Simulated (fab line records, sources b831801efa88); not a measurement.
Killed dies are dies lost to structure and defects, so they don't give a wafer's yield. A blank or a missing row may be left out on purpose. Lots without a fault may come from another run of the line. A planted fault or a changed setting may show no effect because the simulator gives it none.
Which tool did it? | flow gf180mcu | 12 lots, 36 wafers sampled, at 4 steps of a route of 602

WHAT THE GAUGES READ, wafer by wafer
GF_TOP_METAL_OVL_MEAS_15. Usual: TOP_METAL_OVL 1.1 nm, standard deviation 1.6.
lot  | measured     | on         | TOP_METAL_OVL (nm) | flag
L950 | day 28 02:59 | overlay-02 | -0.6 0.6 0.1       |
L953 | day 29 00:02 | overlay-02 | 0.7 1.7 0.1        |
L954 | day 29 10:50 | overlay-01 | -1.8 -0.6 -0.2     |
L956 | day 30 02:01 | overlay-01 | 2.1 1.4 2.2        |
L958 | day 30 17:36 | overlay-01 | 0.8 0.7 0.4        |
L961 | day 31 07:56 | overlay-01 | 0.5 2.8 1.6        |
L962 | day 31 13:54 | overlay-02 | 0.8 1.0 1.7        |
L967 | day 33 00:47 | overlay-01 | 2.8 1.9 1.9        |
L969 | day 33 06:28 | overlay-01 | 1.3 0.2 2.6        |
L971 | day 33 18:58 | overlay-01 | -1.3 -0.3 -0.8     |
L972 | day 34 01:17 | overlay-01 | 0.3 -0.2 1.3       |
L973 | day 34 05:47 | overlay-01 | 2.0 1.7 0.2        |

WHICH TOOL RAN EACH LOT (tool, then ch and the chambers of the sampled wafers, then the start)
lot  | GF_V1_STRIP_18                       | GF_TOP_METAL_SPUTTER_00      | GF_TOP_METAL_SPUTTER_04
L950 | plasma_asher-03 ch 0,1, day 18 04:43 | pvd_sputter-02, day 27 07:14 | pvd_sputter-02, day 27 07:25
L953 | plasma_asher-03 ch 0,1, day 19 06:40 | pvd_sputter-02, day 28 04:21 | pvd_sputter-02, day 28 04:32
L954 | plasma_asher-03 ch 0,1, day 19 22:24 | pvd_sputter-02, day 28 15:42 | pvd_sputter-02, day 28 15:54
L956 | plasma_asher-03 ch 0,1, day 20 14:28 | pvd_sputter-02, day 29 07:06 | pvd_sputter-02, day 29 07:17
L958 | plasma_asher-03 ch 0,1, day 21 10:37 | pvd_sputter-01, day 29 23:04 | pvd_sputter-01, day 29 23:16
L961 | plasma_asher-01 ch 0,1, day 22 08:38 | pvd_sputter-03, day 30 14:16 | pvd_sputter-03, day 30 14:28
L962 | plasma_asher-01 ch 0,1, day 22 14:16 | pvd_sputter-02, day 30 19:49 | pvd_sputter-02, day 30 20:00
L967 | plasma_asher-02 ch 0,1, day 24 12:26 | pvd_sputter-02, day 32 08:29 | pvd_sputter-02, day 32 08:41
L969 | plasma_asher-03 ch 0,1, day 24 19:44 | pvd_sputter-03, day 32 14:30 | pvd_sputter-03, day 32 14:42
L971 | plasma_asher-01 ch 0,1, day 25 15:16 | pvd_sputter-03, day 33 03:20 | pvd_sputter-03, day 33 03:32
L972 | plasma_asher-01 ch 0,1, day 25 21:10 | pvd_sputter-01, day 33 09:35 | pvd_sputter-01, day 33 09:46
L973 | plasma_asher-02 ch 0,1, day 26 05:52 | pvd_sputter-01, day 33 14:02 | pvd_sputter-01, day 33 14:14
- GF_V1_STRIP_18: strips in O2/N2.
- GF_TOP_METAL_SPUTTER_00: material Ti, target thk 37.5 nm, time 150 s.
- GF_TOP_METAL_SPUTTER_04: material TiN, target thk 25 nm, time 20.8 s.

WHAT THE TOOLS THEMSELVES READ (means of the sampled wafers that have a number; where no wafer has one, the mark that the record gives instead)
GF_V1_STRIP_18. Usual: chamber_pressure_mTorr 1500.1 mTorr, standard deviation 1.5; drypump_motor_current_A 5.89 A, standard deviation 0.3; heater_power_w 300 W, standard deviation 11; oes_product_au 0.593 a.u., standard deviation 0.0051; platen_temp_c 249.99 C, standard deviation 0.16.
lot  | tool            | chamber_pressure_mTorr (mTorr) | drypump_motor_current_A (A) | heater_power_w (W) | oes_product_au (a.u.) | platen_temp_c (C) | flag
L950 | plasma_asher-03 | 1500.0                         | 5.76                        | 304                | 0.596                 | 250.12            |
L953 | plasma_asher-03 | 1500.9                         | 5.63                        | 307                | 0.591                 | 250.11            |
L954 | plasma_asher-03 | 1498.7                         | 5.79                        | 302                | 0.591                 | 249.82            |
L956 | plasma_asher-03 | 1501.4                         | 5.63                        | 310                | 0.589                 | 250.02            |
L958 | plasma_asher-03 | 1500.8                         | 5.79                        | 305                | 0.588                 | 250.08            |
L961 | plasma_asher-01 | 1499.8                         | 6.15                        | 296                | 0.586                 | 249.99            |
L962 | plasma_asher-01 | 1500.0                         | 6.16                        | 299                | 0.592                 | 249.88            |
L967 | plasma_asher-02 | 1500.6                         | 5.81                        | 292                | 0.596                 | 250.06            |
L969 | plasma_asher-03 | 1500.2                         | 5.80                        | 306                | 0.590                 | 250.04            |
L971 | plasma_asher-01 | 1499.4                         | 6.12                        | 298                | 0.597                 | 249.81            |
L972 | plasma_asher-01 | 1499.4                         | 6.16                        | 300                | 0.595                 | 249.90            |
L973 | plasma_asher-02 | 1500.0                         | 5.82                        | 287                | 0.595                 | 249.98            |

GF_TOP_METAL_SPUTTER_00. Usual: cathode_dc_power_W 4000.1 W, standard deviation 0.72; chamber_pressure_pa 2.000 Pa, standard deviation 0.0042; throttle_valve_pct 30.1 %, standard deviation 1.2.
lot  | tool           | cathode_dc_power_W (W) | chamber_pressure_pa (Pa) | throttle_valve_pct (%) | flag
L950 | pvd_sputter-02 | 3999.9                 | 2.001                    | 29.6                   |
L953 | pvd_sputter-02 | 4000.4                 | 1.996                    | 29.3                   |
L954 | pvd_sputter-02 | 4000.1                 | 1.997                    | 29.8                   |
L956 | pvd_sputter-02 | 4000.5                 | 2.005                    | 29.6                   |
L958 | pvd_sputter-01 | 4000.1                 | 2.002                    | 29.4                   |
L961 | pvd_sputter-03 | 4000.0                 | 1.996                    | 31.1                   |
L962 | pvd_sputter-02 | 4000.7                 | 1.999                    | 29.8                   |
L967 | pvd_sputter-02 | 4000.3                 | 2.001                    | 29.8                   |
L969 | pvd_sputter-03 | 3999.8                 | 1.999                    | 31.3                   |
L971 | pvd_sputter-03 | 3999.2                 | 1.997                    | 29.8                   |
L972 | pvd_sputter-01 | 3999.6                 | 1.996                    | 29.3                   |
L973 | pvd_sputter-01 | 3999.9                 | 1.995                    | 30.6                   |

GF_TOP_METAL_SPUTTER_04. Usual: cathode_dc_power_W 6500.0 W, standard deviation 1.2; chamber_pressure_pa 0.4000 Pa, standard deviation 0.0008; throttle_valve_pct 30.0 %, standard deviation 1.1.
lot  | tool           | cathode_dc_power_W (W) | chamber_pressure_pa (Pa) | throttle_valve_pct (%) | flag
L950 | pvd_sputter-02 | 6498.9                 | 0.3998                   | 29.7                   |
L953 | pvd_sputter-02 | 6500.0                 | 0.3996                   | 29.3                   |
L954 | pvd_sputter-02 | 6499.5                 | 0.4002                   | 29.8                   |
L956 | pvd_sputter-02 | 6499.5                 | 0.4004                   | 29.7                   |
L958 | pvd_sputter-01 | 6499.4                 | 0.3997                   | 29.5                   |
L961 | pvd_sputter-03 | 6499.6                 | 0.3995                   | 31.0                   |
L962 | pvd_sputter-02 | 6500.8                 | 0.4003                   | 29.8                   |
L967 | pvd_sputter-02 | 6499.5                 | 0.4002                   | 29.8                   |
L969 | pvd_sputter-03 | 6498.6                 | 0.3996                   | 31.2                   |
L971 | pvd_sputter-03 | 6499.4                 | 0.4004                   | 29.8                   |
L972 | pvd_sputter-01 | 6499.2                 | 0.4006                   | 29.3                   |
L973 | pvd_sputter-01 | 6499.7                 | 0.3994                   | 30.5                   |

THE ANSWER, worked out from the rows above alone
Rule: a lot is off if the mean of its wafers that have a number lies more than 3 standard deviations from the usual mean. A lot without any number at a reading at which 4 lots or more have one is off too. The other lots that the step has rows for count as sound. The gauges are gone through in route order, then the tools' own readings, and for those a lot's mean is taken as printed above. The first step at which some lot is off is used, and at that step the reading that is off furthest; a lot without a number counts as furthest.
No lot is off at any reading shown: from this, nothing can be told.

WHAT THE SIMULATOR HAD PUT IN
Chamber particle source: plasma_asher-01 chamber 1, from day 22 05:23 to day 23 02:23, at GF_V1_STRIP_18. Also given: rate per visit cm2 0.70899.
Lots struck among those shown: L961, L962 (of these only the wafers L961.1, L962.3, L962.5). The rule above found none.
